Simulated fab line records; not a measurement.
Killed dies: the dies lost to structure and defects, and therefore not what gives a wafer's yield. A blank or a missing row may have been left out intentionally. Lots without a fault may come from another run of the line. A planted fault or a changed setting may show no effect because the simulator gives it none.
Split-lot study || flow sky130 || route with 708 steps; 5 lots, 23 wafers read

THE SPLIT ITSELF
At SKY_VIA2_SPUTTER_20 (material TiN, target thk 20 nm, time 80 s), the setting power w was moved away from the recipe's 4000 W on 8 of the 23 wafers read, by -10.1% to +6.4%. The other wafers ran this setting at the recipe's value.

The reading is taken at the split's own step.

THE READING
TiN_of_VIA2_SPUTTER_20.thk nm (the simulator's own value, which no gauge read), in nm, at SKY_VIA2_SPUTTER_20 (material TiN, target thk 20 nm, time 80 s). There is no usual value for it anywhere in the file. Across the 15 wafers here that went through the recipe, the average is 20.00 nm and the standard deviation 0.33 nm.

{"wafer": "L075.1", "tool, chamber at the split": "pvd sputter-01, -", "power w as run, W": 4000, "against the recipe": "recipe", "TiN_of_VIA2_SPUTTER_20.thk nm, nm": 20.56, "against lot-mates on the recipe": "-"}
{"wafer": "L075.2", "tool, chamber at the split": "pvd sputter-01, -", "power w as run, W": 4000, "against the recipe": "recipe", "TiN_of_VIA2_SPUTTER_20.thk nm, nm": 19.68, "against lot-mates on the recipe": "-"}
{"wafer": "L075.3", "tool, chamber at the split": "pvd sputter-01, -", "power w as run, W": 4000, "against the recipe": "recipe", "TiN_of_VIA2_SPUTTER_20.thk nm, nm": 20.13, "against lot-mates on the recipe": "-"}
{"wafer": "L075.4", "tool, chamber at the split": "pvd sputter-01, -", "power w as run, W": 4000, "against the recipe": "recipe", "TiN_of_VIA2_SPUTTER_20.thk nm, nm": 19.63, "against lot-mates on the recipe": "-"}
{"wafer": "L075.6", "tool, chamber at the split": "pvd sputter-01, -", "power w as run, W": 4000, "against the recipe": "recipe", "TiN_of_VIA2_SPUTTER_20.thk nm, nm": 20.65, "against lot-mates on the recipe": "-"}
{"wafer": "L078.1", "tool, chamber at the split": "pvd sputter-04, -", "power w as run, W": 4255, "against the recipe": "+6.4%", "TiN_of_VIA2_SPUTTER_20.thk nm, nm": 21.37, "against lot-mates on the recipe": "+1.18"}
{"wafer": "L078.3", "tool, chamber at the split": "pvd sputter-04, -", "power w as run, W": 4000, "against the recipe": "recipe", "TiN_of_VIA2_SPUTTER_20.thk nm, nm": 20.18, "against lot-mates on the recipe": "-"}
{"wafer": "L078.4", "tool, chamber at the split": "pvd sputter-04, -", "power w as run, W": 4255, "against the recipe": "+6.4%", "TiN_of_VIA2_SPUTTER_20.thk nm, nm": 21.03, "against lot-mates on the recipe": "+0.84"}
{"wafer": "L078.5", "tool, chamber at the split": "pvd sputter-04, -", "power w as run, W": 4255, "against the recipe": "+6.4%", "TiN_of_VIA2_SPUTTER_20.thk nm, nm": 21.32, "against lot-mates on the recipe": "+1.13"}
{"wafer": "L078.6", "tool, chamber at the split": "pvd sputter-04, -", "power w as run, W": 4000, "against the recipe": "recipe", "TiN_of_VIA2_SPUTTER_20.thk nm, nm": 20.19, "against lot-mates on the recipe": "-"}
{"wafer": "L079.1", "tool, chamber at the split": "pvd sputter-04, -", "power w as run, W": 4000, "against the recipe": "recipe", "TiN_of_VIA2_SPUTTER_20.thk nm, nm": 20.19, "against lot-mates on the recipe": "-"}
{"wafer": "L079.2", "tool, chamber at the split": "pvd sputter-04, -", "power w as run, W": 4000, "against the recipe": "recipe", "TiN_of_VIA2_SPUTTER_20.thk nm, nm": 19.62, "against lot-mates on the recipe": "-"}
{"wafer": "L079.3", "tool, chamber at the split": "pvd sputter-04, -", "power w as run, W": 4000, "against the recipe": "recipe", "TiN_of_VIA2_SPUTTER_20.thk nm, nm": 20.13, "against lot-mates on the recipe": "-"}
{"wafer": "L079.4", "tool, chamber at the split": "pvd sputter-04, -", "power w as run, W": 3770, "against the recipe": "-5.8%", "TiN_of_VIA2_SPUTTER_20.thk nm, nm": 18.93, "against lot-mates on the recipe": -1.05}
{"wafer": "L079.5", "tool, chamber at the split": "pvd sputter-04, -", "power w as run, W": 3770, "against the recipe": "-5.8%", "TiN_of_VIA2_SPUTTER_20.thk nm, nm": 19.03, "against lot-mates on the recipe": -0.95}
{"wafer": "L080.1", "tool, chamber at the split": "pvd sputter-01, -", "power w as run, W": 4000, "against the recipe": "recipe", "TiN_of_VIA2_SPUTTER_20.thk nm, nm": 19.47, "against lot-mates on the recipe": "-"}
{"wafer": "L080.4", "tool, chamber at the split": "pvd sputter-01, -", "power w as run, W": 4000, "against the recipe": "recipe", "TiN_of_VIA2_SPUTTER_20.thk nm, nm": 20.05, "against lot-mates on the recipe": "-"}
{"wafer": "L080.5", "tool, chamber at the split": "pvd sputter-01, -", "power w as run, W": 4000, "against the recipe": "recipe", "TiN_of_VIA2_SPUTTER_20.thk nm, nm": 19.96, "against lot-mates on the recipe": "-"}
{"wafer": "L081.1", "tool, chamber at the split": "pvd sputter-01, -", "power w as run, W": 4000, "against the recipe": "recipe", "TiN_of_VIA2_SPUTTER_20.thk nm, nm": 19.67, "against lot-mates on the recipe": "-"}
{"wafer": "L081.2", "tool, chamber at the split": "pvd sputter-01, -", "power w as run, W": 4000, "against the recipe": "recipe", "TiN_of_VIA2_SPUTTER_20.thk nm, nm": 19.95, "against lot-mates on the recipe": "-"}
{"wafer": "L081.4", "tool, chamber at the split": "pvd sputter-01, -", "power w as run, W": 3596, "against the recipe": "-10.1%", "TiN_of_VIA2_SPUTTER_20.thk nm, nm": 17.64, "against lot-mates on the recipe": -2.17}
{"wafer": "L081.5", "tool, chamber at the split": "pvd sputter-01, -", "power w as run, W": 3596, "against the recipe": "-10.1%", "TiN_of_VIA2_SPUTTER_20.thk nm, nm": 18.1, "against lot-mates on the recipe": -1.71}
{"wafer": "L081.6", "tool, chamber at the split": "pvd sputter-01, -", "power w as run, W": 3596, "against the recipe": "-10.1%", "TiN_of_VIA2_SPUTTER_20.thk nm, nm": 17.53, "against lot-mates on the recipe": -2.28}

THE FIT
A straight line over all 23 wafers: TiN_of_VIA2_SPUTTER_20.thk nm changes by +0.209 nm for each +1% of power w; r = +0.95; the points scatter about the line by 0.31 nm.
The same after taking each lot's own level away (the mean of its wafers on the recipe; 23 wafers): +0.189 nm for each +1%; r = +0.95; scatter 0.29 nm.
On that fit, the largest move of power w shifts the reading by 1.9 nm.
The span of the lots' own levels, 19.810 to 20.185 nm, comes to 1.1 times the standard deviation stated above.
In other words, the slope is changed by the lot-to-lot level; the two fits disagree.
Check: with one of the wafers moved furthest among these (-10.1%) left out of the fit, the line predicts -1.87 nm for it against its lot-mates. It came out at -2.17 nm against them.

OTHER SPLITS ON THESE WAFERS
Note: prior to the reading, these wafers also went through further splits. Each is held against what the fit with the lots' levels taken away leaves over:
{"other split on the same wafers": "SKY_VIA2_HDPCVD_00 time s", "wafers away from the commonest value": 9, "r with TiN_of_VIA2_SPUTTER_20.thk nm (lot level and that fit taken away)": -0.22}

THE FILE'S OWN FIT
TiN_of_VIA2_SPUTTER_20.thk nm changes by +0.189 nm for each +1% of power w, r = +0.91.
